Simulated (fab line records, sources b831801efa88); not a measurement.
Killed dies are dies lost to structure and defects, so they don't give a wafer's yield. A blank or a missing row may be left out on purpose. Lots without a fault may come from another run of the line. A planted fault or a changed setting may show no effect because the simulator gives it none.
Chamber matching | flow sky130 | SKY_LI_CONTACT_CMP_24 on cmp-01: 4 sister chambers
The step polishes, stops on PSG, t overpolish 20 s, target thk 0 nm. 7 wafers are shown with their chamber, then 8 later ones without.

WAFERS WITH THEIR CHAMBER
wafer  | chamber | motor_current_A (A) | overpolish_run_s (s)
L596.4 | 1       | 10.4                | 20.010
L596.6 | 0       | 12.4                | 19.995
L601.1 | 2       | 10.4                | 20.022
L603.1 | 3       | 10.4                | 19.991
L603.2 | 2       | 10.6                | 20.002
L603.4 | 1       | 10.9                | 20.010
L604.2 | 3       | 10.6                | 19.970

WAFERS WITHOUT THEIR CHAMBER
wafer  | motor_current_A (A) | overpolish_run_s (s)
L604.4 | 10.4                | 19.997
L604.5 | 10.3                | 20.000
L605.3 | 10.3                | 19.998
L605.4 | 11.1                | 19.996
L605.5 | 12.7                | 20.000
L606.2 | 10.0                | 19.995
L606.4 | 12.8                | 20.003
L608.2 | 10.3                | 20.011

WHICH CHAMBER EACH WENT THROUGH
wafer  | from the rows above          | in truth
L604.4 | can't be placed: 2 or 3 or 1 | 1
L604.5 | can't be placed: 2 or 1 or 3 | 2
L605.3 | can't be placed: 2 or 3 or 1 | 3
L605.4 | can't be placed: 1 or 3 or 2 | 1
L605.5 | 0                            | 0
L606.2 | can't be placed: 3 or 2 or 1 | 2
L606.4 | 0                            | 0
L608.2 | can't be placed: 2 or 1 or 3 | 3
Placed correctly: 2 of 8. Can't be placed from these rows: 6 (the true chamber is among the candidates in 6). Placed wrongly: 0.
How it was worked out, from the rows above alone: a wafer's distance from a chamber is the root of the sum, over the readings, of the square of ((its reading less the chamber's mean) divided by the reading's scatter). The wafer belongs to the nearest chamber; if the next one is less than 2 further off, it can't be placed. A chamber's mean is the mean of its shown wafers. The scatter: the root of (the sum of the squares of (reading less its chamber's mean) over the shown wafers, divided by (wafers less chambers)).
